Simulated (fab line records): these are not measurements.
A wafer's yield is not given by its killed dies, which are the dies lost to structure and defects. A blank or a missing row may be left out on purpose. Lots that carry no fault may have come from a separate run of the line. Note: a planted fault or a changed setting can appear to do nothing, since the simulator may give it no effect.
A struck lot beside a sound one | flow sky130 | 15 out of 708 route steps
Sound: the wafers L632.1, L632.2, L632.5. Wafers L623.1, L623.3, L623.4 were the ones struck. The cause comes at the end.
Order at every step that has rows: each side's tool, ch and its chambers, its first start. Under that, the readings that differ: sound wafers | struck wafers | difference of the means | sigmas: that difference in standard deviations of wafers without a fault.
alike: readings with means less than 2 such deviations apart, plus words and numbers identical on both sides. not compared: withheld readings, readings lacking a value on some wafer, bounds such as >300 that could conceal the same value, and numbers that have no deviation in the record and whose values overlap.
Wherever a step has rows on one side only, a row that says differs or no value, or a row with sigmas, the two part there. Numbers that don't overlap but have no deviation are shown without sigmas and don't part them. A reading that every wafer of one side lacks parts them only if that side has two wafers or more.

first, 2 steps without rows for these wafers: SKY_CONTACT_PEB_12; SKY_CONTACT_DEVELOP_13 (develop time 58.9 s).
SKY_CONTACT_CD_MEAS_14: the cd target is 170 nm.
  struck on cd_sem-02, day 34 13:45; sound on cd_sem-02, day 37 13:05
  alike: cd_nm
SKY_CONTACT_OVL_MEAS_15:
  struck on overlay-01, day 34 13:52; sound on overlay-02, day 37 13:13
  alike: CONTACT_OVL
SKY_CONTACT_ETCH_16: etches BARC in N2/H2, stops on SiO2, time 45.9 s, target depth 60 nm.
  sound on rie_diel-02 ch 1,2,3, day 37 13:14; struck on rie_diel-02 ch 0,2,3, day 34 13:55
  alike: drypump_motor_current_A, oes_product_au, throttle_valve_pct
  not compared: rf_hours_counter_h
SKY_CONTACT_ETCH_17: etches SiO2 in C4F8/O2/Ar, stops on Si3N4, target depth 340 nm.
  sound on rie_diel-02 ch 1,2,3, day 37 13:17; struck on rie_diel-02 ch 0,2,3, day 34 13:57
  alike: oes_product_au
SKY_CONTACT_ETCH_18: etches Si3N4 in CHF3/O2, stops on TiN, time 39 s, target depth 75 nm.
  sound: rie_diel-02 ch 1,2,3; struck: rie_diel-02 ch 0,2,3
  alike: drypump_motor_current_A, oes_product_au, throttle_valve_pct
  not compared: rf_hours_counter_h
SKY_CONTACT_STRIP_19: strips in O2/N2.
  sound on plasma_asher-04 ch 0,1, day 37 13:23; struck on plasma_asher-04 ch 0,1, day 34 14:02
  alike: drypump_motor_current_A, oes_product_au, strip_time_to_endpoint_s
  not compared: rf_hours_counter_h
then, 3 steps without rows for these wafers: SKY_CONTACT_STRIP_20 (strips in post etch residue remover, time 1200 s); SKY_CONTACT_CLEAN_21 (cleans in IPA, time 180 s); SKY_CONTACT_CLEAN_22 (cleans in O3/DIW).
SKY_CONTACT_SPUTTER_23: material TiN, target thk 20 nm, time 80 s.
  struck on pvd_sputter-01, day 34 14:38; sound on pvd_sputter-04, day 37 14:01
  alike: throttle_valve_pct
SKY_CONTACT_CVD_24: deposits W, target thk 340 nm, time 102.12 s.
  sound on cvd_w-01 ch 0,1, day 37 14:05; struck on cvd_w-01 ch 0,1, day 34 14:41
  reading                      | sound             | struck            | difference | sigmas
  chamber_pressure_Torr (Torr) | 39.96 39.94 39.84 | 41.38 41.40 41.21 | +1.42      | +19
  alike: heater_power_w
SKY_CONTACT_RS_MEAS_25: the measuring method here is four-point-probe.
  struck on film_metro-04, day 34 14:48; sound on film_metro-01, day 37 14:11
  alike: CONTACT_W_RS
-- the record jumps here: 13 days lie between the struck wafers' starts before and after (it left off in module CONTACT and takes up again in module PAD_OPEN, whose first step shown is number 708 of the route) --
SKY_PAD_OPEN_PROBE_99:
  struck on prober-02, day 48 01:05; sound on prober-01, day 50 01:38
  alike: killed_at_M0_to_M3, killed_at_M4_up, killed_at_contacts, killed_at_front_end, killed_at_other, killed_dies, killed_open, killed_short

== WHERE THEY PART ==
Only at SKY_CONTACT_CVD_24, as far as this record shows. Later steps at which nothing parts them and some readings are alike: SKY_CONTACT_RS_MEAS_25, SKY_PAD_OPEN_PROBE_99.

WHY: the cause the simulator had injected
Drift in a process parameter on cvd_w-01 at SKY_CONTACT_CVD_24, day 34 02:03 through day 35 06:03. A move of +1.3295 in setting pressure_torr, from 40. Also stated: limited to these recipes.
